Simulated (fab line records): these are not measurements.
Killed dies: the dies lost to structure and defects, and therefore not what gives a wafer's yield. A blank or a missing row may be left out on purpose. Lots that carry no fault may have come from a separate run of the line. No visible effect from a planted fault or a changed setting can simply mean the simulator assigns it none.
A lot that was struck, set against a sound lot -- flow sky130 -- 28 steps out of a route of 708
Sound: these wafers, L982.2, L982.3, L982.5. Wafers L971.2, L971.5, L971.6 were the ones struck. The cause is named last.
Each step with rows lists, per side, the tool, then ch with its chambers, then its first start. Under that, the readings that differ: sound wafers -- struck wafers -- difference of the means -- sigmas: that difference in standard deviations of wafers without a fault.
alike: words and numbers the same on both sides, and readings whose means are apart by under 2 such deviations; not compared: readings that were withheld, readings missing a value for some wafer, numbers with overlapping values and no deviation given by the record, and bounds like >300 which may hide the same value.
The two part at a step that has a row with sigmas, a row that says differs or no value, or rows on one side only. Numbers that don't overlap but have no deviation are shown without sigmas and don't part them. A reading that every wafer of one side lacks parts them only if that side has two wafers or more.

first, 10 steps without rows for these wafers: SKY_CONTACT_ETCH_18 (etches Si3N4 in CHF3/O2, stops on TiN, time 39 s, target depth 75 nm); SKY_CONTACT_STRIP_19 (strips in O2/N2); SKY_CONTACT_STRIP_20 (strips in post etch residue remover, time 1200 s); SKY_CONTACT_CLEAN_21 (cleans in IPA, time 180 s); SKY_CONTACT_CLEAN_22 (cleans in O3/DIW); SKY_CONTACT_SPUTTER_23 (material TiN, target thk 20 nm, time 80 s); SKY_CONTACT_CVD_24 (deposits W, target thk 340 nm, time 102.12 s); SKY_CONTACT_CMP_27 (polishes, stops on SiO2, t overpolish 15 s, target thk 0 nm); SKY_METAL1_SPUTTER_00 (material Ti, target thk 15 nm, time 10 s); SKY_METAL1_SPUTTER_01 (material TiN, target thk 20 nm, time 16.7 s).
SKY_METAL1_SPUTTER_02: material AlCu, target thk 250 nm, time 13.3 s.
  struck on pvd-sputter-01, day 35 23:24; sound on pvd-sputter-02, day 38 18:39
reading,sound,struck,difference,sigmas
model.AlCu_of_METAL1_SPUTTER_02.thk-nm (nm),248.2 248.8 245.3,131.9 130.8 129.9,-116.6,
  alike: throttle-valve-pct
then, 2 steps without rows for these wafers: SKY_METAL1_SPUTTER_03 (material Ti, target thk 5 nm, time 3.3 s); SKY_METAL1_SPUTTER_04 (material TiN, target thk 70 nm, time 58.3 s).
SKY_METAL1_RS_MEAS_05: the measuring method here is four-point-probe.
  struck on film-metro-04, day 35 23:31; sound on film-metro-02, day 38 18:46
reading,sound,struck,difference,sigmas
METAL1_ALCU_RS (ohm/sq),0.1278 0.1275 0.1293,0.2480 0.2507 0.2522,+0.1221,+64
SKY_METAL1_THK_MEAS_06: measures by xrf.
  struck on film-metro-04, day 35 23:37; sound on film-metro-02, day 38 18:52
reading,sound,struck,difference,sigmas
METAL1_ALCU_THK (nm),243 243 242,130 129 128,-114,-33
then, 10 steps without rows for these wafers: SKY_METAL1_DEHYDRATE_07 (time 60 s); SKY_METAL1_HMDS_08 (prime time 60 s); SKY_METAL1_COAT_09 (resist thk 60 nm); SKY_METAL1_COAT_10 (resist thk 450 nm); SKY_METAL1_SOFTBAKE_11 (time 90 s); SKY_METAL1_EXPOSE_12 (exposes mask MM1, target cd 140 nm); SKY_METAL1_PEB_13; SKY_METAL1_DEVELOP_14 (develop time 60 s); SKY_METAL1_DESCUM_17 (chemistry O2, time 8 s); SKY_METAL1_ETCH_18 (etches BARC in N2/H2, stops on SiO2, time 45.9 s, target depth 60 nm).
SKY_METAL1_METAL_ETCH_19: etches the open film in Cl2/BCl3, stops on SiO2, target depth 360 nm, time 78 s.
  sound on rie-metal-02 ch 0,1, day 39 20:02; struck on rie-metal-04 ch 0,1, day 37 02:16
reading,sound,struck,difference,sigmas
bcl3-flow-sccm (sccm),30.08 30.08 30.13,29.87 29.93 29.90,-0.20,-2
oes-product-au (a.u.),0.850 0.861 0.845,0.730 0.721 0.726,-0.126,-18
  alike: chamber-pressure-mTorr, drypump-motor-current-A, mfc-cl2-sccm, throttle-valve-pct
  not compared: rf-hours-counter-h
then, 1 step without rows for these wafers: SKY_METAL1_STRIP_20 (strips in O2/N2).
-- the record jumps here: 12 days lie between the struck wafers' starts before and after (it left off in module METAL1 and takes up again in module PAD_OPEN, whose first step shown is number 708 of the route) --
SKY_PAD_OPEN_PROBE_99:
  struck on prober-02, day 49 00:52; sound on prober-02, day 50 22:31
reading,sound,struck,difference,sigmas
killed-at-contacts,21 13 16,22 33 37,+14,+2
killed-at-other,1 1 1,0 0 0,-1,-2
model.etest.met1.line-ohm-um,0.8947 0.8906 0.8747,1.777 1.779 1.792,+0.896,
model.etest.met1.rs-ohm-sq,0.1304 0.1291 0.1293,0.2482 0.2525 0.2539,+0.1219,
  alike: defect-limited-yield, killed_at_M0_to_M3, killed_at_M4_up, killed-at-front-end, killed-dies, killed-open, killed-short, sort_bin_3_pad_short, sort_bin_5_function, sort_bin_6_memory, sort-n-pass, sort-yield-pct
  not compared: model.etest.met1.rs-ohm-sq-rim-less-centre

WHERE THEY PART
Earliest at SKY_METAL1_RS_MEAS_05; latest, in this record, at SKY_PAD_OPEN_PROBE_99.

WHY: the cause the simulator had injected
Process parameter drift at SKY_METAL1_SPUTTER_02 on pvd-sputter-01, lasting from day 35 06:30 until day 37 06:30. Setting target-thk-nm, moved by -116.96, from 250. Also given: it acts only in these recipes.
